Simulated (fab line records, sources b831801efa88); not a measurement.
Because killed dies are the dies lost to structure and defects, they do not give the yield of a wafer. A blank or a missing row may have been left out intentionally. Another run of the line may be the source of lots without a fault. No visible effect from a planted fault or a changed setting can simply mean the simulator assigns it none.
Struck lot and sound lot, side by side | flow sky130 | 32 steps out of a route of 708
Sound: wafers L810.4, L810.5, L810.6. Struck: wafers L816.2, L816.3. (L816.4 of the same lot was not struck and is left out.) The cause comes at the end.
At each step with rows: each side's tool, then ch and its chambers, then its first start. Under that, the readings that differ: sound wafers | struck wafers | difference of the means | sigmas: that difference in standard deviations of wafers without a fault.
alike: words and numbers the same on both sides, and readings whose means are apart by under 2 such deviations; not compared: readings that were withheld, readings missing a value for some wafer, numbers with overlapping values and no deviation given by the record, and bounds like >300 which may hide the same value.
The two part at a step that has a row with sigmas, a row that says differs or no value, or rows on one side only. When numbers do not overlap yet have no deviation, they are printed without sigmas and do not part them. A reading missing from all wafers of one side parts the sides only when that side holds two or more wafers.

SKY_CAPM_THK_MEAS_01:
  sound: film metro-01 at day 38 01:44; struck: film metro-01 at day 39 17:16
  alike: CAPM_CVD_00_THK
SKY_CAPM_SPUTTER_02: material TiN, target thk 200 nm, time 166.7 s.
  sound: pvd sputter-04 at day 38 01:46; struck: pvd sputter-02 at day 39 17:19
  alike: throttle valve pct
SKY_CAPM_RS_MEAS_03: a four-point-probe measurement.
  sound: film metro-02 at day 38 01:56; struck: film metro-03 at day 39 17:27
  alike: CAPM_TIN_RS
SKY_CAPM_THK_MEAS_04: measures by xrf.
  sound: film metro-02 at day 38 02:02; struck: film metro-03 at day 39 17:34
  alike: CAPM_TIN_THK
then, 7 steps without rows for these wafers: SKY_CAPM_DEHYDRATE_05 (time 60 s); SKY_CAPM_HMDS_06 (prime time 60 s); SKY_CAPM_COAT_07 (resist thk 1140 nm); SKY_CAPM_SOFTBAKE_08 (time 60 s); SKY_CAPM_EXPOSE_09 (exposes mask CAPM, target cd 1000 nm); SKY_CAPM_PEB_10; SKY_CAPM_DEVELOP_11 (develop time 61.76 s).
SKY_CAPM_OVL_MEAS_12:
  sound: overlay-01 at day 39 03:34; struck: overlay-02 at day 40 17:54
  alike: CAPM_OVL
SKY_CAPM_METAL_ETCH_13: etches TiN in Cl2/BCl3, stops on SiO2, target depth 220 nm, time 62.9 s.
  sound on rie metal-01 ch 0,1, day 39 03:37; struck on rie metal-01 ch 0, day 40 17:56
  reading                                   | sound                | struck        | difference | sigmas
  oes product au (a.u.)                     | 0.942 0.945 0.941    | 0.875 0.868   | -0.071     | -10
  run length s (s)                          | 91.2 91.4 90.9       | 99.9 99.9     | +8.7       | +22
  throttle valve pct (%)                    | 21.901 21.898 21.896 | 21.939 21.931 | +0.037     | +4
  model.NOVOLAK_of_CAPM_COAT_07.thk nm (nm) | 993.6 998.5 994.6    | 968.9 972.3   | -25.0      |
  model.SiO2_of_CAPM_CVD_00.thk nm (nm)     | 15.43 15.4 15.78     | 12.23 12.39   | -3.23      |
  alike: drypump motor current A
  not compared: rf hours counter h
SKY_CAPM_STRIP_14: strips in O2/N2.
  sound on plasma asher-03 ch 0,1, day 39 03:42; struck on plasma asher-02 ch 1, day 40 18:00
  reading                      | sound             | struck      | difference | sigmas
  strip time to endpoint s (s) | 12.65 12.72 12.66 | 12.38 12.40 | -0.29      | -6
  alike: drypump motor current A, o2 flow sccm, oes product au
  not compared: rf hours counter h
then, 11 steps without rows for these wafers: SKY_CAPM_STRIP_15 (strips in post etch residue remover, time 1200 s); SKY_CAPM_CLEAN_16 (cleans in IPA, time 180 s); SKY_CAPM_CLEAN_17 (cleans in O3/DIW); SKY_METAL3_DEHYDRATE_05 (time 60 s); SKY_METAL3_HMDS_06 (prime time 60 s); SKY_METAL3_COAT_07 (resist thk 60 nm); SKY_METAL3_COAT_08 (resist thk 1140 nm); SKY_METAL3_SOFTBAKE_09 (time 90 s); SKY_METAL3_EXPOSE_10 (exposes mask MM3, target cd 300 nm); SKY_METAL3_PEB_11; SKY_METAL3_DEVELOP_12 (develop time 60 s).
SKY_METAL3_CD_MEAS_13 targets a cd of 300 nm.
  sound: cd sem-02 at day 40 04:32; struck: cd sem-02 at day 41 19:00
  alike: cd nm
SKY_METAL3_OVL_MEAS_14:
  sound: overlay-02 at day 40 04:37; struck: overlay-01 at day 41 19:07
  alike: METAL3_OVL
SKY_METAL3_DESCUM_15: chemistry O2, time 8 s.
  sound on rie metal-04 ch 0,1, day 40 04:39; struck on rie metal-02 ch 0,1, day 41 19:08
  alike: drypump motor current A, oes product au
  not compared: rf hours counter h
SKY_METAL3_ETCH_16: etches BARC in N2/H2, stops on SiO2, time 88.2 s, target depth 60 nm.
  sound on rie metal-04 ch 0,1, day 40 04:42; struck on rie metal-02 ch 0,1, day 41 19:10
  alike: drypump motor current A, h2 flow sccm, oes product au, run length s, throttle valve pct
  not compared: rf hours counter h
SKY_METAL3_ETCH_17: etches SiO2 in C4F8/O2/Ar, stops on TiN, time 3.9 s, target depth 15 nm.
  sound on rie diel-04 ch 1,2,3, day 40 04:46; struck on rie diel-02 ch 1,3, day 41 19:16
  reading               | sound             | struck      | difference | sigmas
  oes product au (a.u.) | 0.754 0.750 0.761 | 0.673 0.684 | -0.076     | -10
  not compared: rf hours counter h
SKY_METAL3_METAL_ETCH_18: etches the open film in Cl2/BCl3, stops on SiO2, target depth 845 nm, time 183.1 s.
  sound on rie metal-01 ch 0,1, day 40 04:51; struck on rie metal-01 ch 1, day 41 19:17
  alike: drypump motor current A, oes product au, run length s, throttle valve pct
  not compared: rf hours counter h
-- the record jumps here: 7 days lie between the struck wafers' starts before and after (it left off in module METAL3 and takes up again in module PAD_OPEN, whose first step shown is number 708 of the route) --
SKY_PAD_OPEN_PROBE_99:
  sound: prober-02 at day 47 03:34; struck: prober-02 at day 48 12:13
  reading                              | sound                | struck        | difference | sigmas
  model.etest.cap mim.bv v (V)         | 14.01 14.13 14.29    | 13.18 13.26   | -0.92      |
  model.etest.cap mim.leak log10 a cm2 | -8.989 -9.077 -8.922 | -8.583 -8.626 | +0.392     |
  alike: defect limited yield, killed_at_M0_to_M3, killed_at_M4_up, killed at contacts, killed at front end, killed at other, killed dies, killed open, killed short, sort_bin_3_pad_short, sort_bin_5_function, sort_bin_6_memory, sort n pass, sort yield pct

WHERE THEY PART
At SKY_CAPM_METAL_ETCH_13 first; at SKY_METAL3_ETCH_17 last (within this record only). Later steps at which nothing parts them and some readings are alike: SKY_METAL3_METAL_ETCH_18, SKY_PAD_OPEN_PROBE_99.

WHY: whatever the simulator had introduced
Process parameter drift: rie metal-01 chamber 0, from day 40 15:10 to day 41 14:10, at SKY_CAPM_METAL_ETCH_13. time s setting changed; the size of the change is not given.
